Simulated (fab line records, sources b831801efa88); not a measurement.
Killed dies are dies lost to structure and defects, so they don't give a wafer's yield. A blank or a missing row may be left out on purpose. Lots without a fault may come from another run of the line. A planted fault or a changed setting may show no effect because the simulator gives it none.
fab line records | flow sky130
record lots=24 wafers=72 last_day=51
route steps=708 shown FIELD_ISO@18 LDD_P@263 LOCAL_INTERCONNECT@398 METAL1@440 VIA3@596
lots that met no fault: from a run of the same line without faults
start_h: hours from the record's first day to the start of the lot's first wafer shown | wait_h: hours since the lot's step before | " the same as in the row above | L1.1+2: a row that stands for several wafers | - no value, or no start given | * or withheld: withheld | < > ~ a bound
route shown NAME@n: a module of which the file shows steps, and the number in the route of the first | usual: mean/standard deviation of fault-free wafers | same: alike in all rows | chamber/n: place in a boat | sites: the reading at each site | _std_site: their standard deviation | _edge_site: outer sites' mean less inner sites' | radius_mm: how far each site lies from the wafer's centre | mask NAME#n: copy n | behind: the tool/chamber that last shaped the wafer | hold: why the lot was held/for how many hours/how that ended | device: the transistor (n, p or np) that didn't switch | end of line: the same wafers' tests at the end of the route | a step without rows: its recipe alone | killed: dies lost to structure and defects at the first sort, not the wafer's yield | map: a wafer's dies, x killed, . not, _ none there
set.NAME: the setting as run; set.NAME@STEP: as run at that earlier step | model.NAME: the simulator's own value behind a step, which no gauge read
steps of the route over a sample of lots; a table a step, a row a wafer
services: from which hour (start_h, from the record's first day; less than 0 if before it) a tool's chamber was out of use, for how many hours, and why
## steps
# step SKY_FIELD_ISO_ETCH_17
# recipe target_depth_a=3420 mask_material=Si3N4 chemistry=HBr/Cl2/O2 target=Si taper_deg=5 icp_w=600 bias_w=150 pressure_mtorr=15 HBr_flow_sccm=150 Cl2_flow_sccm=40 O2_flow_sccm=6 time_s=97.7
# usual drypump_motor_current_A=5.9/0.36 he_backside_leak_sccm=2.73/0.28 mfc_cl2_sccm=40.01/0.11 oes_product_au=0.996/0.0091 throttle_valve_pct=25.659/0.011
# columns lot.wafer tool chamber start_h wait_h drypump_motor_current_A he_backside_leak_sccm mfc_cl2_sccm oes_product_au rf_hours_counter_h throttle_valve_pct
L074.3 rie_si-01 1 32.86 0.0 6.2 2.41 40.04 1.001 64 25.648
L074.4 " 0 " " 5.8 3.04 39.90 1.009 107 25.648
L074.5 " 0 " " 5.8 2.96 39.86 0.996 - 25.660
L076.2 rie_si-01 2 42.11 0.1 5.2 2.77 40.16 0.994 3 25.664
L076.3 " 1 " " 6.2 2.55 40.03 1.002 64 25.670
L076.5 " 2 " " 5.3 2.64 40.10 0.996 - 25.662
L075.2 rie_si-02 2 42.46 0.1 6.2 2.55 40.08 0.998 28 25.677
L075.3 " 0 " " 5.5 2.48 40.20 1.009 73 25.645
L075.5 " 3 " " 5.8 2.70 40.14 0.997 - 25.659
L077.2 rie_si-02 3 48.36 0.1 5.8 2.28 40.05 0.983 31 25.642
L077.5 " 3 " " 5.8 2.46 40.04 0.987 - 25.668
L077.6 " 0 " " 5.5 2.73 40.11 1.001 - 25.676
L078.2 rie_si-01 1 49.86 0.1 6.2 2.51 40.09 0.999 64 25.652
L078.3 " 3 " " 5.8 2.82 39.77 0.992 113 25.669
L078.4 " 2 " " 5.3 2.92 40.06 0.986 3 25.651
L079.1 rie_si-02 1 55.39 0.1 6.4 2.96 39.94 0.985 4 25.682
L079.2 " 3 " " 5.8 2.60 40.12 0.997 31 25.659
L079.4 " 0 " " 5.5 2.52 40.04 0.994 73 25.645
L080.1 rie_si-01 0 58.71 0.1 5.8 3.12 40.06 1.003 107 25.654
L080.2 " 3 " " 5.8 2.70 40.01 0.995 114 25.674
L080.6 " 0 " " 5.8 3.13 40.05 0.992 - 25.647
L081.3 rie_si-02 2 66.44 0.0 6.2 2.53 39.96 1.000 28 25.650
L081.5 " 2 " " 6.2 2.49 40.00 0.998 - 25.643
L081.6 " 1 " " 6.4 2.96 40.11 0.983 - 25.669
L082.4 rie_si-02 2 71.66 0.0 6.2 2.73 40.11 0.994 29 25.668
L082.5 " 0 " " 5.5 2.45 39.91 1.009 - 25.658
L082.6 " 1 " " 6.4 2.99 39.88 0.979 - 25.666
L083.2 rie_si-02 0 76.61 0.1 5.5 2.62 40.07 1.001 74 25.655
L083.5 " 3 " " 5.8 2.82 40.08 0.998 - 25.643
L083.6 " 2 " " 6.2 2.41 40.13 0.999 - 25.672
L084.2 rie_si-01 1 80.26 0.1 6.2 2.44 40.06 1.005 64 25.641
L084.3 " 3 " " 5.8 2.73 39.89 0.988 114 25.667
L084.6 " 0 " " 5.8 3.02 40.19 1.005 - 25.651
L085.2 rie_si-01 2 85.06 0.1 5.3 2.80 40.04 1.003 3 25.648
L085.3 " 3 " " 5.8 2.84 40.09 0.993 114 25.651
L085.5 " 2 " " 5.2 2.73 40.02 1.002 - 25.642
L086.1 rie_si-01 3 91.09 0.1 5.8 2.65 39.96 1.000 114 25.638
L086.2 " 0 " " 5.8 3.36 39.88 1.002 108 25.652
L086.5 " 1 " " 6.2 2.41 40.17 0.997 - 25.657
L087.3 rie_si-02 0 96.59 0.0 5.5 2.51 40.15 1.007 74 25.640
L087.4 " 1 " " 6.4 2.93 40.00 0.990 4 25.663
L087.6 " 0 " " 5.5 2.70 40.06 1.008 - 25.665
L088.2 rie_si-01 2 101.31 0.1 5.2 2.67 39.90 1.002 3 25.662
L088.3 " 1 " " 6.2 2.52 39.96 0.990 64 25.666
L088.5 " 1 " " 6.2 2.51 39.92 0.989 - 25.659
L089.1 rie_si-01 0 108.94 0.1 5.8 2.82 39.88 1.002 108 25.666
L089.2 " 3 " " 5.8 2.86 40.00 0.983 114 25.666
L089.3 " 2 " " 5.2 2.86 40.23 0.995 3 25.651
L090.3 rie_si-02 2 112.19 0.0 6.2 2.54 40.18 0.997 29 25.660
L090.4 " 3 " " 5.8 2.74 39.83 0.996 31 25.638
L090.6 " 1 " " 6.4 2.86 39.96 0.982 - 25.669
L091.3 rie_si-02 2 116.11 0.0 6.2 4.95 40.01 0.996 29 25.646
L091.4 " 3 " " 5.8 2.42 40.05 0.980 31 25.661
L091.5 " 2 " " 6.2 2.55 39.94 0.980 - 25.665
L092.2 rie_si-01 1 122.74 0.1 6.2 2.55 40.18 0.994 65 25.668
L092.4 " 2 " " 5.3 2.73 40.04 1.001 3 25.664
L092.6 " 1 " " 6.3 2.55 40.19 0.998 - 25.648
L093.3 rie_si-02 0 127.21 0.0 5.5 2.71 39.84 0.998 74 25.657
L093.5 " 2 " " 6.2 2.57 40.07 0.987 - 25.654
L093.6 " 3 " " 5.8 2.66 40.03 0.994 - 25.686
L094.3 rie_si-02 2 132.66 0.0 6.2 2.53 40.07 0.991 29 25.665
L094.4 " 1 " " 6.4 2.92 40.21 0.980 - 25.670
L094.5 " 3 " " 5.8 2.61 39.86 0.992 - 25.675
L095.2 rie_si-02 1 140.96 0.1 6.4 2.97 40.03 0.985 4 25.661
L095.3 " 3 " " 5.8 2.52 39.91 0.998 31 25.652
L095.4 " 2 " " 6.2 2.47 39.72 0.992 29 25.654
L096.1 rie_si-02 1 146.56 0.1 6.4 3.06 39.90 0.975 4 25.664
L096.3 " 2 " " 6.2 2.44 39.82 1.002 29 25.654
L096.6 " 3 " " 5.8 2.73 39.92 0.993 - 25.666
L097.1 rie_si-01 0 147.89 0.1 5.8 3.01 40.01 1.003 108 25.654
L097.2 " 1 " " 6.2 2.47 39.94 1.008 65 25.653
L097.6 " 2 " " 5.2 2.81 39.88 1.012 - 25.639
# step SKY_LDD_P_OVL_MEAS_08
# usual LDD_P_OVL=-0.3/1.2
# columns lot.wafer tool chamber start_h wait_h LDD_P_OVL[nm]
L074.3 overlay-01 - 436.52 0.1 -2.2
L074.4 " - " " -0.1
L074.5 " - " " 0.0
L076.2 overlay-02 - 465.31 0.1 1.5
L076.3 " - " " 0.6
L076.5 " - " " 0.1
L075.2 overlay-01 - 465.96 0.1 0.7
L075.3 " - " " 0.4
L075.5 " - " " 0.2
L078.2 overlay-02 - 473.81 0.1 0.7
L078.3 " - " " -1.6
L078.4 " - " " 1.4
L077.2 overlay-01 - 474.56 0.1 1.6
L077.5 " - " " 0.6
L077.6 " - " " 2.0
L079.1 overlay-01 - 480.76 0.1 -0.4
L079.2 " - " " -2.2
L079.4 " - " " 0.4
L080.1 overlay-01 - 481.15 0.1 0.6
L080.2 " - " " -0.3
L080.6 " - " " 0.6
L081.3 overlay-02 - 499.17 0.1 -0.8
L081.5 " - " " -1.8
L081.6 " - " " -0.8
L083.2 overlay-01 - 515.56 0.1 0.3
L083.5 " - " " -0.5
L083.6 " - " " 0.2
L082.4 overlay-01 - 516.48 0.1 -0.4
L082.5 " - " " -1.1
L082.6 " - " " -1.3
L084.2 overlay-01 - 526.21 0.1 -0.9
L084.3 " - " " 0.5
L084.6 " - " " 0.4
L085.2 overlay-01 - 545.16 0.1 -0.3
L085.3 " - " " -1.3
L085.5 " - " " -0.5
L086.1 overlay-02 - 545.56 0.1 0.3
L086.2 " - " " -0.2
L086.5 " - " " 0.2
L087.3 overlay-02 - 554.47 0.1 -0.7
L087.4 " - " " -1.3
L087.6 " - " " -0.3
L088.2 overlay-02 - 568.96 0.1 -1.5
L088.3 " - " " -1.1
L088.5 " - " " -2.5
L089.1 overlay-02 - 579.11 0.1 -1.1
L089.2 " - " " -0.7
L089.3 " - " " -1.8
L090.3 overlay-01 - 584.17 0.1 -0.5
L090.4 " - " " 2.5
L090.6 " - " " 0.8
L091.3 overlay-01 - 586.32 0.1 -0.5
L091.4 " - " " -0.9
L091.5 " - " " -0.6
L092.2 overlay-02 - 597.16 0.1 1.2
L092.4 " - " " 0.4
L092.6 " - " " 1.3
L094.3 overlay-02 - 607.42 0.1 1.1
L094.4 " - " " -0.2
L094.5 " - " " 0.9
L093.3 overlay-02 - 607.82 0.1 -0.5
L093.5 " - " " -0.5
L093.6 " - " " -3.6
L096.1 overlay-02 - 659.70 0.1 1.0
L096.3 " - " " -1.4
L096.6 " - " " 0.8
L097.1 overlay-01 - 660.95 0.1 0.8
L097.2 " - " " 0.5
L097.6 " - " " 0.6
L095.2 overlay-02 - 663.91 0.1 -2.0
L095.3 " - " " -1.1
L095.4 " - " " -0.5
# step SKY_LOCAL_INTERCONNECT_CD_MEAS_11
# recipe target_cd_nm=170
# usual cd_nm=169.6/1.6
# columns lot.wafer tool chamber start_h wait_h cd_nm
L074.3 cd_sem-02 - 709.63 - 165.0
L074.4 " - " " 166.5
L074.5 " - " " 166.4
L076.2 cd_sem-02 - 736.81 - 172.5
L076.3 " - " " 173.5
L076.5 " - " " 172.5
L075.2 cd_sem-01 - 737.54 - 169.1
L075.3 " - " " 169.4
L075.5 " - " " 170.0
L078.2 cd_sem-02 - 743.41 - 172.1
L078.3 " - " " 171.3
L078.4 " - " " 171.4
L077.2 cd_sem-02 - 743.81 - 171.7
L077.5 " - " " 169.3
L077.6 " - " " 171.4
L079.1 cd_sem-02 - 750.99 - 169.0
L079.2 " - " " 170.8
L079.4 " - " " 171.0
L080.1 cd_sem-02 - 751.54 - 170.7
L080.2 " - " " 171.5
L080.6 " - " " 169.8
L081.3 cd_sem-01 - 769.43 - 167.7
L081.5 " - " " 168.3
L081.6 " - " " 167.6
L083.2 cd_sem-01 - 782.01 - 169.7
L083.5 " - " " 168.9
L083.6 " - " " 168.6
L082.4 cd_sem-01 - 783.50 - 170.6
L082.5 " - " " 170.8
L082.6 " - " " 170.4
L084.2 cd_sem-01 - 787.89 - 170.0
L084.3 " - " " 170.5
L084.6 " - " " 171.6
L085.2 cd_sem-01 - 806.54 - 168.0
L085.3 " - " " 168.7
L085.5 " - " " 168.7
L086.1 cd_sem-01 - 808.29 - 168.0
L086.2 " - " " 167.6
L086.5 " - " " 168.3
L087.3 cd_sem-02 - 812.36 - 167.4
L087.4 " - " " 168.1
L087.6 " - " " 168.2
L088.2 cd_sem-02 - 826.36 - 168.6
L088.3 " - " " 167.8
L088.5 " - " " 167.6
L089.1 cd_sem-01 - 836.49 - 171.1
L089.2 " - " " 171.7
L089.3 " - " " 172.1
L090.3 cd_sem-01 - 839.13 - 170.6
L090.4 " - " " 170.5
L090.6 " - " " 170.3
L091.3 cd_sem-02 - 840.88 - 171.1
L091.4 " - " " 171.5
L091.5 " - " " 170.3
L092.2 cd_sem-02 - 851.34 - 167.8
L092.4 " - " " 170.0
L092.6 " - " " 169.4
L094.3 cd_sem-01 - 861.23 - 169.7
L094.4 " - " " 169.6
L094.5 " - " " 169.2
L093.3 cd_sem-02 - 861.98 - 168.7
L093.5 " - " " 169.8
L093.6 " - " " 166.9
L096.1 cd_sem-01 - 907.57 - 167.2
L096.3 " - " " 167.3
L096.6 " - " " 166.5
L097.1 cd_sem-01 - 908.52 - 170.6
L097.2 " - " " 170.1
L097.6 " - " " 169.2
L095.2 cd_sem-01 - 911.44 - 171.3
L095.3 " - " " 170.9
L095.4 " - " " 171.4
# step SKY_METAL1_THK_MEAS_06
# recipe thk_meas_gauge=xrf reads=AlCu_of_METAL1_SPUTTER_02
# usual METAL1_ALCU_THK=246/3.2
# columns lot.wafer tool chamber start_h wait_h METAL1_ALCU_THK[nm]
L074.3 film_metro-03 - 740.83 0.1 246
L074.4 " - " " 248
L074.5 " - " " 247
L076.2 film_metro-02 - 766.60 0.1 252
L076.3 " - " " 249
L076.5 " - " " 246
L075.2 film_metro-03 - 766.95 0.1 240
L075.3 " - " " 246
L075.5 " - " " 242
L078.2 film_metro-02 - 773.28 0.1 255
L078.3 " - " " 252
L078.4 " - " " 246
L077.2 film_metro-01 - 774.23 0.1 242
L077.5 " - " " 241
L077.6 " - " " 241
L079.1 film_metro-02 - 780.80 0.1 249
L079.2 " - " " 250
L079.4 " - " " 252
L080.1 film_metro-03 - 781.12 0.1 243
L080.2 " - " " 244
L080.6 " - " " 244
L081.3 film_metro-01 - 798.73 0.1 249
L081.5 " - " " 244
L081.6 " - " " 250
L083.2 film_metro-01 - 811.91 0.1 242
L083.5 " - " " 244
L083.6 " - " " 241
L082.4 film_metro-03 - 813.26 0.1 244
L082.5 " - " " 247
L082.6 " - " " 249
L084.2 film_metro-01 - 817.59 0.1 245
L084.3 " - " " 249
L084.6 " - " " 245
L085.2 film_metro-02 - 836.29 0.1 244
L085.3 " - " " 247
L085.5 " - " " 245
L086.1 film_metro-03 - 838.67 0.1 244
L086.2 " - " " 247
L086.5 " - " " 245
L087.3 film_metro-02 - 841.84 0.1 248
L087.4 " - " " 249
L087.6 " - " " 250
L088.2 film_metro-01 - 855.14 0.1 246
L088.3 " - " " 248
L088.5 " - " " 245
L089.1 film_metro-02 - 865.67 0.1 247
L089.2 " - " " 249
L089.3 " - " " 247
L090.3 film_metro-03 - 868.14 0.1 245
L090.4 " - " " 248
L090.6 " - " " 246
L091.3 film_metro-03 - 869.66 0.1 247
L091.4 " - " " 246
L091.5 " - " " 246
L092.2 film_metro-01 - 879.92 0.1 248
L092.4 " - " " 247
L092.6 " - " " 248
L094.3 film_metro-01 - 890.16 0.1 243
L094.4 " - " " 240
L094.5 " - " " 245
L093.3 film_metro-02 - 891.66 0.1 250
L093.5 " - " " 249
L093.6 " - " " 246
L096.1 film_metro-01 - 935.40 0.1 246
L096.3 " - " " 249
L096.6 " - " " 247
L097.1 film_metro-01 - 936.98 0.1 246
L097.2 " - " " 245
L097.6 " - " " 243
L095.2 film_metro-01 - 940.44 0.1 243
L095.3 " - " " 242
L095.4 " - " " 246
# step SKY_METAL1_OVL_MEAS_16
# usual METAL1_OVL=-3/6.6
# columns lot.wafer tool chamber start_h wait_h METAL1_OVL[nm]
L074.3 overlay-02 - 767.47 0.1 -21
L074.4 " - " " -6
L074.5 " - " " -16
L076.2 overlay-01 - 793.51 0.1 2
L076.3 " - " " -2
L076.5 " - " " -8
L075.2 overlay-02 - 793.86 0.1 -8
L075.3 " - " " -5
L075.5 " - " " -4
L078.2 overlay-02 - 799.86 0.1 0
L078.3 " - " " 6
L078.4 " - " " 2
L077.2 overlay-01 - 800.99 0.1 9
L077.5 " - " " 9
L077.6 " - " " 4
L079.1 overlay-01 - 807.36 0.1 -1
L079.2 " - " " -1
L079.4 " - " " -5
L080.1 overlay-01 - 807.71 0.1 -2
L080.2 " - " " -2
L080.6 " - " " -1
L081.3 overlay-02 - 825.02 0.1 16
L081.5 " - " " 11
L081.6 " - " " 12
L083.2 overlay-02 - 837.86 0.1 -1
L083.5 " - " " 5
L083.6 " - " " 1
L082.4 overlay-01 - 839.66 0.1 -7
L082.5 " - " " -2
L082.6 " - " " -7
L084.2 overlay-02 - 843.89 0.1 -4
L084.3 " - " " -1
L084.6 " - " " -8
L085.2 overlay-01 - 862.09 0.1 1
L085.3 " - " " 7
L085.5 " - " " 6
L086.1 overlay-01 - 864.55 0.1 -3
L086.2 " - " " -5
L086.5 " - " " 0
L087.3 overlay-01 - 867.55 0.1 -6
L087.4 " - " " -10
L087.6 " - " " -8
L088.2 overlay-01 - 880.79 0.1 -10
L088.3 " - " " -6
L088.5 " - " " -2
L089.1 overlay-01 - 891.69 0.1 -6
L089.2 " - " " -9
L089.3 " - " " -2
L090.3 overlay-01 - 893.97 0.1 -1
L090.4 " - " " 8
L090.6 " - " " -1
L091.3 overlay-01 - 895.90 0.1 3
L091.4 " - " " -2
L091.5 " - " " 1
L092.2 overlay-01 - 906.31 0.1 -12
L092.4 " - " " -11
L092.6 " - " " -12
L094.3 overlay-02 - 915.55 0.1 0
L094.4 " - " " -13
L094.5 " - " " -2
L093.3 overlay-01 - 916.92 0.1 -1
L093.5 " - " " -2
L093.6 " - " " 0
L096.1 overlay-02 - 960.29 0.1 -7
L096.3 " - " " -2
L096.6 " - " " -9
L097.1 overlay-01 - 962.04 0.1 -2
L097.2 " - " " -6
L097.6 " - " " 0
L095.2 overlay-01 - 965.39 0.1 -11
L095.3 " - " " -5
L095.4 " - " " -12
# step SKY_VIA3_THK_MEAS_23
# recipe thk_meas_gauge=xrf reads=W_of_VIA3_CVD_21
# usual VIA3_W_THK=382/4.6
# columns lot.wafer tool chamber start_h wait_h VIA3_W_THK[nm]
L074.3 film_metro-03 - 933.00 0.1 391
L074.4 " - " " 386
L074.5 " - " " 390
L076.2 film_metro-02 - 956.09 0.1 378
L076.3 " - " " 386
L076.5 " - " " 381
L075.2 film_metro-04 - 959.40 0.1 377
L075.3 " - " " 377
L075.5 " - " " 377
L078.2 film_metro-04 - 963.52 0.1 382
L078.3 " - " " 382
L078.4 " - " " 384
L077.2 film_metro-03 - 963.80 0.1 373
L077.5 " - " " 375
L077.6 " - " " 378
L079.1 film_metro-04 - 969.92 0.1 382
L079.2 " - " " 377
L079.4 " - " " 382
L080.1 film_metro-02 - 971.69 0.1 378
L080.2 " - " " 375
L080.6 " - " " 380
L081.3 film_metro-04 - 984.27 0.1 380
L081.5 " - " " 380
L081.6 " - " " 374
L083.2 film_metro-02 - 997.20 0.1 375
L083.5 " - " " 374
L083.6 " - " " 377
L082.4 film_metro-02 - 997.50 0.1 385
L082.5 " - " " 378
L082.6 " - " " 379
L084.2 film_metro-02 - 1002.35 0.1 381
L084.3 " - " " 385
L084.6 " - " " 378
L085.2 film_metro-02 - 1018.60 0.1 382
L085.3 " - " " 384
L085.5 " - " " 383
L086.1 film_metro-03 - 1022.24 0.1 382
L086.2 " - " " 385
L086.5 " - " " 380
L087.3 film_metro-03 - 1023.06 0.1 385
L087.4 " - " " 380
L087.6 " - " " 390
L088.2 film_metro-02 - 1035.68 0.1 382
L088.3 " - " " 386
L088.5 " - " " 379
L089.1 film_metro-02 - 1046.38 0.1 387
L089.2 " - " " 388
L089.3 " - " " 384
L090.3 film_metro-02 - 1047.72 0.1 389
L090.4 " - " " 381
L090.6 " - " " 384
L091.3 film_metro-02 - 1048.37 0.1 386
L091.4 " - " " 385
L091.5 " - " " 390
L092.2 film_metro-02 - 1057.86 0.1 375
L092.4 " - " " 383
L092.6 " - " " 381
L094.3 film_metro-02 - 1066.36 0.1 380
L094.4 " - " " 374
L094.5 " - " " 378
L093.3 film_metro-04 - 1066.84 0.1 390
L093.5 " - " " 383
L093.6 " - " " 390
L096.1 film_metro-04 - 1102.13 0.1 388
L096.3 " - " " 380
L096.6 " - " " 383
L097.1 film_metro-04 - 1105.97 0.1 389
L097.2 " - " " 385
L097.6 " - " " 386
L095.2 film_metro-03 - 1107.39 0.1 387
L095.3 " - " " 389
L095.4 " - " " 388
## services
# columns tool chamber start_h hours kind
rie_si-02 0 132.08 3.1 repair
## key
fault none
